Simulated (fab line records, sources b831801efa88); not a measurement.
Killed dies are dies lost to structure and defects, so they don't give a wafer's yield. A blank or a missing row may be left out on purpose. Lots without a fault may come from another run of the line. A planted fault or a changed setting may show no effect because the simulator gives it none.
fab line records | flow sky130
record lots=6 wafers=18 last_day=50
route steps=708 shown METAL3@570 VIA3@573
lots that met no fault: from a run of the same line without faults
start_h: hours from the record's first day to the start of the lot's first wafer shown | wait_h: hours since the lot's step before | " the same as in the row above | L1.1+2: a row that stands for several wafers | - no value, or no start given | * or withheld: withheld | < > ~ a bound
route shown NAME@n: a module of which the file shows steps, and the number in the route of the first | usual: mean/standard deviation of fault-free wafers | same: alike in all rows | chamber/n: place in a boat | sites: the reading at each site | _std_site: their standard deviation | _edge_site: outer sites' mean less inner sites' | radius_mm: how far each site lies from the wafer's centre | mask NAME#n: copy n | behind: the tool/chamber that last shaped the wafer | hold: why the lot was held/for how many hours/how that ended | device: the transistor (n, p or np) that didn't switch | end of line: the same wafers' tests at the end of the route | a step without rows: its recipe alone | killed: dies lost to structure and defects at the first sort, not the wafer's yield | map: a wafer's dies, x killed, . not, _ none there
set.NAME: the setting as run; set.NAME@STEP: as run at that earlier step | model.NAME: the simulator's own value behind a step, which no gauge read
lots at some steps of the route; a table a step, a row a wafer
services: from which hour (start_h, from the record's first day; less than 0 if before it) a tool's chamber was out of use, for how many hours, and why
## steps
# step SKY_METAL3_STRIP_20
# recipe chemistry=post_etch_residue_remover time_s=1200 temp_c=72.5
# step SKY_METAL3_CLEAN_21
# recipe chemistry=IPA time_s=180 temp_c=25
# step SKY_METAL3_CLEAN_22
# recipe chemistry=O3/DIW dry=n2_spin
# step SKY_VIA3_HDPCVD_00
# recipe material=SiO2 target_thk_nm=1635 sigma_open_frac=0.3 time_s=272.5 temp_c=400 sih4_flow_sccm=60 pressure_mtorr=6
# step SKY_VIA3_THK_MEAS_01
# recipe reads=SiO2_of_VIA3_HDPCVD_00
# usual VIA3_HDPCVD_THK=1633/19
# columns lot.wafer tool chamber start_h wait_h VIA3_HDPCVD_THK[nm]
L437.2 film_metro-02 - 944.70 0.1 1614
L437.3 " - " " 1624
L437.6 " - " " 1630
L444.2 film_metro-02 - 968.26 0.1 1602
L444.3 " - " " 1614
L444.4 " - " " 1610
L446.3 film_metro-02 - 980.79 0.1 1631
L446.4 " - " " 1637
L446.6 " - " " 1654
L448.3 film_metro-03 - 992.66 0.1 1624
L448.5 " - " " 1649
L448.6 " - " " 1624
L454.2 film_metro-03 - 1035.57 0.1 1624
L454.4 " - " " 1628
L454.5 " - " " 1653
L456.1 film_metro-02 - 1052.37 0.1 1657
L456.2 " - " " 1637
L456.4 " - " " 1645
# step SKY_VIA3_CMP_02
# recipe material=SiO2 down_force_psi=4 platen_rpm=60 pad_velocity_m_s=0.94248
# usual motor_current_A=11.7/1.5
# columns lot.wafer tool chamber start_h wait_h motor_current_A
L437.2 cmp-01 2 944.80 0.1 13.1
L437.3 " 3 " " 11.7
L437.6 " 1 " " 11.4
L444.2 cmp-01 1 968.60 0.3 11.5
L444.4 " 3 " " 11.1
L444.3 " 0 " " 10.0
L446.4 cmp-02 3 980.93 0.1 10.7
L446.3 " 0 " " 10.3
L446.6 " 2 " " 14.0
L448.3 cmp-02 1 992.80 0.1 13.3
L448.5 " 3 " " 11.0
L448.6 " 0 " " 10.3
L454.4 cmp-02 3 1035.62 0.0 10.6
L454.2 " 0 " " 10.2
L454.5 " 0 " " 10.4
L456.1 cmp-02 1 1052.61 0.2 13.3
L456.4 " 2 " " 13.7
L456.2 " 0 " " 10.0
# step SKY_VIA3_BOW_MEAS_03
# recipe mode=bow
# usual VIA3_BOW=80/7.7
# columns lot.wafer tool chamber start_h wait_h VIA3_BOW[um]
L437.2 film_metro-02 - 945.07 0.2 87
L437.3 " - " " 82
L437.6 " - " " 77
L444.2 film_metro-02 - 968.92 0.3 82
L444.3 " - " " 76
L444.4 " - " " 91
L446.3 film_metro-03 - 981.17 0.1 79
L446.4 " - " " 82
L446.6 " - " " 80
L448.3 film_metro-04 - 993.04 0.2 83
L448.5 " - " " 85
L448.6 " - " " 90
L454.2 film_metro-03 - 1035.94 0.2 78
L454.4 " - " " 78
L454.5 " - " " 85
L456.1 film_metro-02 - 1052.91 0.2 86
L456.2 " - " " 85
L456.4 " - " " 82
# step SKY_VIA3_DEHYDRATE_04
# recipe temp_c=200 time_s=60
# step SKY_VIA3_HMDS_05
# recipe prime_time_s=60 prime_temp_c=120
# step SKY_VIA3_COAT_06
# recipe resist=BARC temp_c=withheld time_s=withheld spin_rpm=3000 resist_thk_nm=60
# step SKY_VIA3_COAT_07
# recipe resist=KrF-thick spin_rpm=3000 resist_thk_nm=450
# step SKY_VIA3_SOFTBAKE_08
# recipe temp_c=100 time_s=88.45 resist=KrF-thick
# step SKY_VIA3_EXPOSE_09
# recipe mask_id=VIM3 na=0.8 source_shape=annular sigma_inner=0.55 sigma_outer=0.85 target_cd_nm=200 dose_mj=38
# usual stage_vel_mm_s=500.03/0.22
# columns lot.wafer tool chamber start_h wait_h mask stage_vel_mm_s
L437.2 krf_scanner-01 0 957.62 - VIM3#0 500.39
L437.3 " 0 " " VIM3#0 500.04
L437.6 " 0 " " VIM3#0 499.77
L444.2 krf_scanner-01 0 980.83 - VIM3#0 499.99
L444.3 " 0 " " VIM3#0 500.42
L444.4 " 0 " " VIM3#0 499.93
L446.3 krf_scanner-01 0 993.35 - VIM3#0 499.95
L446.4 " 0 " " VIM3#0 499.98
L446.6 " 0 " " VIM3#0 500.03
L448.3 krf_scanner-02 0 1003.96 - VIM3#0 500.07
L448.5 " 0 " " VIM3#0 499.93
L448.6 " 0 " " VIM3#0 500.18
L454.2 krf_scanner-01 0 1048.11 - VIM3#0 500.09
L454.4 " 0 " " VIM3#0 500.28
L454.5 " 0 " " VIM3#0 500.37
L456.1 krf_scanner-01 0 1063.40 - VIM3#0 500.18
L456.2 " 0 " " VIM3#0 499.76
L456.4 " 0 " " VIM3#0 499.93
# step SKY_VIA3_PEB_10
# recipe peb_temp_c=withheld peb_time_s=withheld resist=KrF-thick
# step SKY_VIA3_DEVELOP_11
# recipe develop_time_s=60 resist=KrF-thick dev_temp_c=21
# step SKY_VIA3_CD_MEAS_12
# recipe target_cd_nm=200
# usual cd_nm=200.3/1.4
# columns lot.wafer tool chamber start_h wait_h hold cd_nm
L437.2 cd_sem-01 - 970.22 - - 199.5
L437.3 " - " " - 197.9
L437.6 " - " " - 197.6
L444.2 cd_sem-02 - 992.49 - await_dispo/0.2h/release 164.1
L444.3 " - " " await_dispo/0.2h/release 199.9
L444.4 " - " " await_dispo/0.2h/release 163.0
L444.2 cd_sem-02 - 992.78 0.3 - 164.1
L444.3 " - " " - 200.2
L444.4 " - " " - 162.9
L446.3 cd_sem-01 - 1004.13 - await_dispo/0.2h/release 201.5
L446.4 " - " " await_dispo/0.2h/release 163.2
L446.6 " - " " await_dispo/0.2h/release 199.6
L446.3 cd_sem-01 - 1004.42 0.3 - 201.1
L446.4 " - " " - 162.9
L446.6 " - " " - 199.8
L448.3 cd_sem-02 - 1015.06 - - 202.4
L448.5 " - " " - 202.5
L448.6 " - " " - 202.4
L454.2 cd_sem-01 - 1058.11 - - 202.1
L454.4 " - " " - 201.0
L454.5 " - " " - 202.7
L456.1 cd_sem-01 - 1074.24 - - 200.1
L456.2 " - " " - 200.7
L456.4 " - " " - 201.5
# step SKY_VIA3_OVL_MEAS_13
# usual VIA3_OVL=-3/5.7
# columns lot.wafer tool chamber start_h wait_h hold VIA3_OVL[nm]
L437.2 overlay-02 - 970.32 0.1 - -6
L437.3 " - " " - -2
L437.6 " - " " - -4
L444.2 overlay-02 - 995.69 2.9 await_dispo/2.8h/release 1
L444.3 " - " " await_dispo/2.8h/release -1
L444.4 " - " " await_dispo/2.8h/release -4
L446.3 overlay-01 - 1006.07 1.6 await_dispo/1.6h/release 2
L446.4 " - " " await_dispo/1.6h/release -12
L446.6 " - " " await_dispo/1.6h/release -1
L448.3 overlay-01 - 1015.15 0.1 - -11
L448.5 " - " " - -10
L448.6 " - " " - -10
L454.2 overlay-01 - 1058.21 0.1 - 5
L454.4 " - " " - 3
L454.5 " - " " - 5
L456.1 overlay-01 - 1074.36 0.1 - -5
L456.2 " - " " - -2
L456.4 " - " " - -6
# step SKY_VIA3_ETCH_14
# recipe chemistry=N2/H2 target=BARC ion_energy_ev=200 source_w=500 bias_w=100 pressure_mtorr=30 n2_flow_sccm=100 h2_flow_sccm=200 stop_on=SiO2 time_s=45.9 target_depth_a=600
# usual chamber_pressure_mTorr=30.002/0.029 drypump_motor_current_A=5.7/0.52 oes_product_au=0.855/0.0042 rf_fwd_power_W=494.6/2.6 throttle_valve_pct=13.225/0.0089
# columns lot.wafer tool chamber start_h wait_h chamber_pressure_mTorr drypump_motor_current_A oes_product_au rf_fwd_power_W rf_hours_counter_h throttle_valve_pct model.VIA3.cd_nm
L437.2 rie_diel-04 0 970.35 0.0 30.032 5.1 0.853 498.3 19 13.213 198.8
L437.3 " 2 " " 30.023 5.2 0.851 494.6 25 13.203 196.8
L437.6 " 0 " " 30.010 5.1 0.857 496.3 - 13.221 196.9
L444.2 rie_diel-01 2 995.72 0.0 29.989 6.5 0.848 497.3 7 13.228 164.4
L444.3 " 1 " " 29.984 5.1 0.853 491.0 21 13.214 200.7
L444.4 " 2 " " 30.033 6.5 0.859 495.8 - 13.227 163.3
L446.3 rie_diel-01 1 1006.10 0.0 29.947 5.2 0.847 492.1 22 13.223 201.6
L446.4 " 2 " " 29.977 6.4 0.853 498.0 - 13.233 162.7
L446.6 " 1 " " 30.033 5.1 0.846 491.4 - 13.223 199.9
L448.3 rie_diel-02 0 1015.18 0.0 29.984 4.9 0.856 489.1 19 13.246 201.8
L448.5 " 0 " " 29.994 4.9 0.856 490.7 - 13.227 202.3
L448.6 " 1 " " 30.040 6.0 0.850 496.7 - 13.230 202.7
L454.2 rie_diel-04 1 1058.24 0.0 29.971 6.1 0.857 494.3 24 13.224 202.8
L454.4 " 2 " " 30.017 5.2 0.860 497.9 28 13.216 200.3
L454.5 " 0 " " 29.989 5.1 0.851 496.7 - 13.230 202.4
L456.1 rie_diel-04 0 1074.40 0.0 30.024 5.1 0.858 495.5 23 13.226 199.4
L456.2 " 3 " " 29.962 5.6 0.867 497.1 17 13.228 199.8
L456.4 " 1 " " 30.022 6.1 0.857 496.6 25 13.224 201.6
# step SKY_VIA3_ETCH_15
# recipe target=SiO2 chemistry=C4F8/O2/Ar target_depth_nm=507 stop_on=TiN mask_material=KrF-thick source_w=1500 bias_w=1200 pressure_mtorr=40 c4f8_flow_sccm=withheld O2_flow_sccm=6 Ar_flow_sccm=300 time_s=78
# usual chamber_pressure_mTorr=40.00/0.037 oes_product_au=0.946/0.0054 rf_fwd_power_W=1489/6.3
# columns lot.wafer tool chamber start_h wait_h chamber_pressure_mTorr oes_product_au rf_fwd_power_W rf_hours_counter_h model.VIA3.cd_nm
L437.2 rie_diel-04 0 970.39 0.0 40.02 0.943 1496 20 198.5
L437.3 " 2 " " 39.97 0.945 1495 25 199.8
L437.6 " 0 " " 39.98 0.949 1494 - 194.4
L444.2 rie_diel-01 2 995.77 0.0 39.98 0.942 1499 7 166.1
L444.3 " 1 " " 40.00 0.953 1476 21 204
L444.4 " 2 " " 40.01 0.958 1497 - 162.4
L446.3 rie_diel-01 1 1006.14 0.0 40.06 0.943 1479 22 206.1
L446.4 " 2 " " 39.97 0.951 1490 - 164.3
L446.6 " 1 " " 39.96 0.948 1483 - 203.1
L448.3 rie_diel-02 0 1015.22 0.0 39.98 0.948 1482 19 199.1
L448.5 " 0 " " 39.98 0.939 1476 - 200.4
L448.6 " 1 " " 39.98 0.940 1489 - 205.3
L454.2 rie_diel-04 1 1058.29 0.0 39.97 0.945 1486 24 200.4
L454.4 " 2 " " 40.01 0.939 1494 28 207.4
L454.5 " 0 " " 39.98 0.945 1497 - 202.2
L456.1 rie_diel-04 0 1074.44 0.0 40.01 0.937 1487 23 202.5
L456.2 " 3 " " 39.98 0.943 1499 17 201
L456.4 " 1 " " 39.92 0.950 1495 25 197.6
# step SKY_VIA3_STRIP_16
# recipe chemistry=O2/N2 power_w=1400 pressure_mtorr=1500 platen_temp_c=withheld o2_flow_sccm=3000 n2_flow_sccm=300 overash_fraction=0.5
# usual chamber_pressure_mTorr=1500.1/1.4 drypump_motor_current_A=5.9/0.36 oes_product_au=0.401/0.0048 strip_time_to_endpoint_s=4.11/0.034
# columns lot.wafer tool chamber start_h wait_h chamber_pressure_mTorr drypump_motor_current_A oes_product_au rf_hours_counter_h strip_time_to_endpoint_s
L437.2 plasma_asher-03 1 970.45 0.0 1500.7 5.9 0.397 83 4.04
L437.3 " 1 " " 1499.9 5.9 0.400 - 4.13
L437.6 " 0 " " 1502.1 6.5 0.395 - 4.06
L444.2 plasma_asher-04 1 995.83 0.0 1501.1 6.0 0.401 23 4.06
L444.3 " 0 " " 1498.3 6.0 0.397 - 4.04
L444.4 " 1 " " 1500.4 6.0 0.407 - 4.09
L446.3 plasma_asher-01 1 1006.23 0.1 1499.7 5.2 0.395 - 4.06
L446.4 " 0 " " 1500.0 5.8 0.402 - 4.07
L446.6 " 0 " " 1500.9 5.9 0.393 - 4.04
L448.3 plasma_asher-01 0 1015.31 0.1 1499.0 5.9 0.393 - 4.13
L448.5 " 1 " " 1499.8 5.2 0.400 - 4.10
L448.6 " 0 " " 1502.8 5.9 0.401 - 4.13
L454.2 plasma_asher-03 0 1058.35 0.0 1501.2 6.5 0.404 92 4.15
L454.4 " 1 " " 1498.3 5.8 0.410 - 4.18
L454.5 " 0 " " 1498.7 6.5 0.393 - 4.07
L456.1 plasma_asher-04 0 1074.50 0.0 1501.1 6.0 0.403 32 4.12
L456.2 " 1 " " 1501.0 6.0 0.403 32 4.14
L456.4 " 1 " " 1500.3 6.1 0.397 - 4.14
## services
# columns tool chamber start_h hours kind
rie_diel-01 - 922.33 4.1 repair
cmp-01 - 924.53 1.1 repair
krf_scanner-02 - 927.48 0.8 pm
cmp-02 - 933.82 3.4 repair
rie_diel-01 2 939.47 2.4 repair
cmp-02 - 944.53 0.9 repair
plasma_asher-04 - 948.13 12.4 repair
rie_diel-01 3 949.26 9.5 repair
cmp-01 - 965.80 1.2 repair
cmp-02 - 967.62 1.6 repair
cmp-02 - 968.76 1.0 repair
krf_scanner-01 - 991.09 1.0 pm
cmp-01 - 992.07 5.0 repair
plasma_asher-03 - 997.67 2.7 repair
rie_diel-02 3 1013.68 4.4 repair
krf_scanner-01 - 1015.00 0.8 pm
plasma_asher-01 - 1025.69 1.5 repair
rie_diel-04 3 1044.22 5.0 repair
krf_scanner-01 - 1048.82 0.4 repair
cmp-01 - 1051.21 6.8 repair
plasma_asher-01 - 1055.25 9.0 pm
rie_diel-02 2 1058.40 7.4 repair
rie_diel-04 0 1061.57 4.8 repair
cmp-01 - 1064.25 0.4 repair
## key
first_sign step=SKY_VIA3_CD_MEAS_12 reading=visit direction=added
effect step=SKY_VIA3_CD_MEAS_12 reading=cd_nm direction=down sigmas=26 usual=200.3 struck=163.5
model_effect step=SKY_VIA3_ETCH_14 value=VIA3.cd_nm without=199.8 struck=163.5
model_effect step=SKY_VIA3_ETCH_15 value=VIA3.cd_nm without=200.6 struck=164.2
met_at SKY_VIA3_EXPOSE_09
struck_wafers L444.2,L444.4,L446.4
sort_left_out L444.2,L444.4,L446.4
onset_between 957.62 980.83
fault kind=process_parameter_drift tool=krf_scanner-01 chamber=- onset_h=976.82 steps=SKY_VIA3_EXPOSE_09 channel=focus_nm offset=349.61 shape=step end_h=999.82 scope=struck_wafers_only
# sort_left_out: the simulated sort isn't trusted on such a fault, so these wafers' sort isn't shown, and their yield isn't known
